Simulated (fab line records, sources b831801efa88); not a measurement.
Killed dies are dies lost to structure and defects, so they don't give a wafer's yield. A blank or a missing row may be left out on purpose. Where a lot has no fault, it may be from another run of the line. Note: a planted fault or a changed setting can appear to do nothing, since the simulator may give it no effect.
Matching of chambers || flow gf180mcu || GF_V2_CMP_26 on cmp-02: 4 sister chambers
The step polishes, stops on SiO2, t overpolish 15 s, target thk 0 nm. 4 wafers are shown with their chamber, then 7 later ones without.

EACH WAFER AND ITS CHAMBER
{"wafer": "L884.3", "chamber": 3, "motor_current_A (A)": 9.2}
{"wafer": "L884.6", "chamber": 2, "motor_current_A (A)": 11.3}
{"wafer": "L885.1", "chamber": 0, "motor_current_A (A)": 12.8}
{"wafer": "L885.4", "chamber": 1, "motor_current_A (A)": 10.8}

WAFERS WITH NO CHAMBER GIVEN
{"wafer": "L885.6", "motor_current_A (A)": 12.4}
{"wafer": "L886.2", "motor_current_A (A)": 13.1}
{"wafer": "L886.3", "motor_current_A (A)": 9.6}
{"wafer": "L886.6", "motor_current_A (A)": 9.7}
{"wafer": "L888.4", "motor_current_A (A)": 9.4}
{"wafer": "L888.5", "motor_current_A (A)": 9.7}
{"wafer": "L888.6", "motor_current_A (A)": 12.6}

EACH ONE'S CHAMBER
{"wafer": "L885.6", "from the rows above": "can't be placed: 0 or 2", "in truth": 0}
{"wafer": "L886.2", "from the rows above": 0, "in truth": 0}
{"wafer": "L886.3", "from the rows above": 3, "in truth": 3}
{"wafer": "L886.6", "from the rows above": "can't be placed: 3 or 1", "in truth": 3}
{"wafer": "L888.4", "from the rows above": 3, "in truth": 3}
{"wafer": "L888.5", "from the rows above": "can't be placed: 3 or 1", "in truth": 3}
{"wafer": "L888.6", "from the rows above": 0, "in truth": 0}
Correct placement for 4 of the 7. Unplaceable from these rows: 3, with the true chamber sitting among the candidates in 3. Wrongly placed: 0.
How it was worked out, from the rows above alone: a wafer's distance from a chamber is the root of the sum, over the readings, of the square of ((its reading less the chamber's mean) divided by the reading's scatter). The wafer belongs to the nearest chamber; if the next one is less than 2 further off, it can't be placed. The mean given for a chamber averages the wafers shown for that chamber. The scatter: with one shown wafer a chamber, the root of the mean of the squares of how far each hidden wafer lies from its nearest shown one.
